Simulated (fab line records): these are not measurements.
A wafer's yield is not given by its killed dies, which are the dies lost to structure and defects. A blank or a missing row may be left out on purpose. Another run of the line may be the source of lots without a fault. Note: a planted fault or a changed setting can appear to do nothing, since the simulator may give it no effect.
One fault through the eyes of 2 desks	flow sky130	numbers are kept per desk, each desk with only its own; the story behind them comes last

AT THE TOOL OWNER'S DESK: lpcvd-01
The tool's own readings at SKY_POLY_GATE_CVD_00 (deposits poly-Si, target thk 180 nm, time 720 s): means of the sampled wafers that have a number, for each lot that ran on this tool. A lot is out of limits, marked OUT, if its mean lies more than 4 standard deviations from the usual mean; the brackets give that distance.
Columns: A = spike_tc_centre_C at SKY_POLY_GATE_CVD_00, usual 619.4 C; B = spike_tc_top_C at SKY_POLY_GATE_CVD_00, usual 640.7 C; C = spike_tc_upper_C at SKY_POLY_GATE_CVD_00, usual 618.7 C; D = zone_power_centre_pct at SKY_POLY_GATE_CVD_00, usual 8.8 %; E = zone_power_lower_pct at SKY_POLY_GATE_CVD_00, usual 8.62 %; F = zone_power_top_pct at SKY_POLY_GATE_CVD_00, usual 18.1 %; G = zone_power_upper_pct at SKY_POLY_GATE_CVD_00, usual 8.1 %
lot	first seen here	A	B	C	D	E	F	G
L105	day 13 20:21	619.7	638.3	618.9	8.0	8.32	18.4	7.3
L109	day 15 09:08	619.7	637.8	619.2	7.9	8.48	18.6	7.4
L110	day 15 20:07	625.5 (+5.6) OUT	647.6	570.2 (-40) OUT	11.6	7.96	23.6 (+9.3) OUT	0.0 (-10) OUT
L111	day 16 00:25	624.8 (+4.9) OUT	647.3	570.8 (-40) OUT	11.5	7.98	23.7 (+9.5) OUT	0.0 (-10) OUT
L112	day 16 17:43	625.7 (+5.8) OUT	646.4	571.1 (-40) OUT	11.5	7.93	24.0 (+9.9) OUT	0.0 (-10) OUT
L120	day 19 06:40	618.9	642.2	617.4	9.9	8.91	17.5	8.9
L121	day 19 13:02	619.0	639.3	619.2	7.9	8.41	18.6	7.5
L122	day 20 07:38	618.6	637.6	619.5	8.0	8.47	18.7	7.4
L123	day 20 10:34	619.5	642.7	618.2	9.8	8.86	17.5	9.0
L126	day 21 03:06	619.1	638.6	619.3	7.9	8.42	18.6	7.5
L127	day 21 12:17	619.4	638.2	619.7	7.9	8.38	18.7	7.5
This desk's verdict: out of limits on L110, L111, L112, starting with L110 at day 15 20:07 (spike_tc_centre_C at SKY_POLY_GATE_CVD_00). In limits: L105, L109, L120, L121, L122, L123, L126, L127.

THE METROLOGY DESK
What the gauges read, lot by lot, whatever tool the lot ran on: means of the sampled wafers that have a number. A lot is out of limits, marked OUT, if its mean lies more than 4 standard deviations from the usual mean; the brackets give that distance.
Columns: A = VT_ADJUST_HVTR_OVL at SKY_VT_ADJUST_HVTR_OVL_MEAS_08, usual -0.2 nm; B = VT_ADJUST_PCH_TW at SKY_VT_ADJUST_PCH_TW_MEAS_10, usual 142.7; C = POLY_GATE_CVD_00_THK at SKY_POLY_GATE_THK_MEAS_01, usual 181.1 nm; D = POLY_GATE_CVD_03_THK at SKY_POLY_GATE_THK_MEAS_04, usual 75.1 nm
lot	first seen here	A	B	C	D
L105	day 9 11:50	-3.0	143.9	180.6	74.8
L109	day 10 17:49	0.1	143.0	179.0	75.1
L110	day 11 03:28	-0.5	143.6	119.6 (-29) OUT	75.3
L111	day 11 09:47	-0.3	143.4	151.0 (-14) OUT	74.7
L112	day 11 19:17	-2.1	143.1	111.7 (-33) OUT	74.9
L120	day 14 02:17	-0.7	144.0	181.2	74.5
L121	day 14 06:49	-0.3	143.8	184.1	75.3
L122	day 15 03:04	1.2	144.8	184.5	74.8
L123	day 15 03:30	-0.4	142.2	184.3	75.9
L126	day 15 19:13	0.0	143.8	182.3	75.8
L127	day 16 04:49	1.2	142.5	180.4	74.2
This desk finds L110, L111, L112 out of limits, with the earliest case on L110 at day 15 21:19 (POLY_GATE_CVD_00_THK at SKY_POLY_GATE_THK_MEAS_01). In limits: L105, L109, L120, L121, L122, L123, L126, L127.

BROUGHT TOGETHER
The tool owner's desk had the chance to raise an alarm at day 15 20:07 on L110, L111, L112.
An alarm was possible from the metrology desk at day 15 21:19, on L110, L111, L112.
SKY_POLY_GATE_CVD_00 was run on lpcvd-01 by each of the lots named.

WHAT WAS PUT IN BY THE SIMULATOR
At SKY_POLY_GATE_CVD_00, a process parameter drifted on lpcvd-01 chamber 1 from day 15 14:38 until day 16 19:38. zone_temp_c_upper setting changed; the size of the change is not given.
Shown lots that were struck: L110, L111, L112.
Counting hours from when the fault started, the first reading out of limits came at 5 for the tool owner's desk and at 7 for the metrology desk.
